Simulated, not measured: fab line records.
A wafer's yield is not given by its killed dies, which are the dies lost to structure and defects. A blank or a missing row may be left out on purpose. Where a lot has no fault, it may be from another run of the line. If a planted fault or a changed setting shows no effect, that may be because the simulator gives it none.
Which tool is to blame?	flow gf180mcu	12 lots with 36 wafers sampled at 5 steps, on a route of 602 steps

== WHAT THE GAUGES READ, wafer by wafer ==
GF_VT_IMPLANT_TW_MEAS_32.
lot	measured	on	VT_IMPLANT_3_TW
L677	day 7 09:25	filmMetro-02	279 278 279
L678	day 7 17:15	filmMetro-01	272 271 270
L680	day 8 04:59	filmMetro-02	277 275 276
L681	day 8 16:19	filmMetro-02	276 277 278
L682	day 8 19:07	filmMetro-03	270 270 269
L684	day 9 08:32	filmMetro-01	30 30 30
L687	day 10 04:55	filmMetro-03	270 272 271
L690	day 11 01:02	filmMetro-02	278 279 279
L692	day 11 10:41	filmMetro-01	270 270 272
L693	day 11 18:58	filmMetro-03	270 271 269
L696	day 12 15:47	filmMetro-01	271 271 270
L697	day 12 23:46	filmMetro-01	272 272 271

GF_POLY_GATE_THK_MEAS_17.
lot	measured	on	POLY_GATE_OXIDATION_THK (nm)
L677	day 9 20:02	filmMetro-01	4.00 4.09 4.02
L678	day 10 02:56	filmMetro-01	3.92 3.88 3.94
L680	day 10 19:41	filmMetro-01	3.97 3.94 3.91
L681	day 11 04:59	filmMetro-03	4.03 4.08 4.13
L682	day 11 08:51	filmMetro-03	3.94 3.99 3.92
L687	day 13 00:43	filmMetro-01	4.00 4.01 4.04
L690	day 13 20:23	filmMetro-04	4.06 4.09 4.04
L692	day 14 06:02	filmMetro-03	4.06 4.10 4.03
L693	day 14 12:53	filmMetro-04	4.01 3.88 3.86
L696	day 15 13:24	filmMetro-04	3.90 3.89 3.95
L697	day 15 23:48	filmMetro-01	4.02 3.98 4.13

GF_CONTACT_THK_MEAS_03.
lot	measured	on	CONTACT_CVD_02_THK (nm)
L677	day 15 22:20	filmMetro-04	865 880 876
L678	day 16 04:06	filmMetro-04	852 848 853
L680	day 16 23:28	filmMetro-02	866 848 860
L681	day 17 15:41	filmMetro-02	864 869 877
L682	day 17 21:16	filmMetro-02	841 865 874
L687	day 19 19:16	filmMetro-03	863 861 866
L690	day 20 16:26	filmMetro-04	867 876 871
L692	day 21 06:13	filmMetro-02	849 867 861
L693	day 21 13:06	filmMetro-02	863 848 860
L696	day 22 16:33	filmMetro-04	869 877 874
L697	day 23 03:00	filmMetro-04	848 872 866

== TOOL THAT RAN EACH LOT (tool first, then ch and the chambers of the sampled wafers, then the start) ==
lot	GF_VT_IMPLANT_STRIP_20	GF_VT_IMPLANT_STRIP_31
L677	plasmaAsher-03 ch 0,1, day 6 17:01	plasmaAsher-03 ch 0,1, day 7 09:19
L678	plasmaAsher-03 ch 0,1, day 7 01:11	plasmaAsher-01 ch 0,1, day 7 17:09
L680	plasmaAsher-03 ch 0,1, day 7 13:25	plasmaAsher-02 ch 0,1, day 8 04:53
L681	plasmaAsher-02 ch 0,1, day 7 23:24	plasmaAsher-01 ch 0,1, day 8 16:13
L682	plasmaAsher-03 ch 0,1, day 8 02:23	plasmaAsher-01 ch 0,1, day 8 19:02
L684	plasmaAsher-02 ch 0,1, day 8 15:57	plasmaAsher-02 ch 0,1, day 9 08:27
L687	plasmaAsher-01 ch 1, day 9 10:56	plasmaAsher-02 ch 1, day 10 04:48
L690	plasmaAsher-03 ch 0,1, day 10 07:23	plasmaAsher-02 ch 0,1, day 11 00:56
L692	plasmaAsher-02 ch 0,1, day 10 17:02	plasmaAsher-01 ch 0,1, day 11 10:35
L693	plasmaAsher-01 ch 0,1, day 11 00:05	plasmaAsher-02 ch 0,1, day 11 18:52
L696	plasmaAsher-01 ch 0,1, day 11 20:42	plasmaAsher-03 ch 0,1, day 12 15:42
L697	plasmaAsher-03 ch 0,1, day 12 04:04	plasmaAsher-01 ch 0,1, day 12 23:41
- GF_VT_IMPLANT_STRIP_20: strips in O2/N2.
- GF_VT_IMPLANT_STRIP_31: strips in O2/N2.

== AS READ BY THE TOOLS THEMSELVES (means over the sampled wafers that have a number; for cases with no such wafer, the mark the record gives instead) ==
GF_VT_IMPLANT_STRIP_20.
lot	tool	drypumpMotorCurrentA (A)	heaterPowerW (W)	oesProductAu (a.u.)	stripTimeToEndpointS (s)
L677	plasmaAsher-03	5.4	313	0.721	12.61
L678	plasmaAsher-03	5.4	314	0.717	12.68
L680	plasmaAsher-03	5.4	312	0.721	12.65
L681	plasmaAsher-02	5.3	350	0.716	12.64
L682	plasmaAsher-03	5.1	306	0.716	12.66
L684	plasmaAsher-02	5.3	354	0.935	-
L687	plasmaAsher-01	5.5	318	0.720	12.60
L690	plasmaAsher-03	5.1	306	0.713	12.62
L692	plasmaAsher-02	5.3	352	0.716	12.65
L693	plasmaAsher-01	5.7	326	0.720	12.64
L696	plasmaAsher-01	5.8	327	0.718	12.68
L697	plasmaAsher-03	5.1	300	0.718	12.65

GF_VT_IMPLANT_STRIP_31.
lot	tool	drypumpMotorCurrentA (A)	heaterPowerW (W)	oesProductAu (a.u.)	stripTimeToEndpointS (s)
L677	plasmaAsher-03	5.4	313	0.714	12.69
L678	plasmaAsher-01	5.8	329	0.715	12.64
L680	plasmaAsher-02	5.3	351	0.715	12.59
L681	plasmaAsher-01	6.0	339	0.716	12.62
L682	plasmaAsher-01	6.1	340	0.720	12.61
L684	plasmaAsher-02	5.5	321	0.716	18.90
L687	plasmaAsher-02	5.7	300	0.714	12.67
L690	plasmaAsher-02	5.5	332	0.714	12.58
L692	plasmaAsher-01	5.7	325	0.720	12.58
L693	plasmaAsher-02	5.3	348	0.716	12.65
L696	plasmaAsher-03	5.4	316	0.717	12.61
L697	plasmaAsher-01	5.7	325	0.715	12.61

== THE ANSWER, worked out from the rows above alone ==
Rule: usual is defined by the lots themselves. Put in order of their means at a reading, lots are off if they are a third of the lots or fewer, leave a main group of 4 or more, and stand apart from it by a gap of 3 or more times the standard deviation of the main group's means; of several such gaps the widest counts. The tables above print the reading to a certain number of digits; a main group whose means all agree to those digits is not used. A lot without any number at a reading at which 4 lots or more have one is off too. All remaining lots with rows at the step are treated as sound. First the gauges in route order, then the tools' own readings, where a lot's mean is used as printed above. The first step at which some lot is off is used, and at that step the reading that is off furthest; a lot without a number counts as furthest.
Off: L684, at GF_VT_IMPLANT_TW_MEAS_32 (VT_IMPLANT_3_TW). For the main group the mean is 273 and the standard deviation 3.4.
A tool fits if, at a process step before that reading, it ran every lot that is off, and no sound lot after the first of them. Not tried: the gauges at GF_VT_IMPLANT_TW_MEAS_32; whatever is off there is also off at GF_VT_IMPLANT_STRIP_20, on other tools, and gauge error can't account for it. Not one of the candidates tried fits.

== WHAT THE SIMULATOR HAD PUT IN ==
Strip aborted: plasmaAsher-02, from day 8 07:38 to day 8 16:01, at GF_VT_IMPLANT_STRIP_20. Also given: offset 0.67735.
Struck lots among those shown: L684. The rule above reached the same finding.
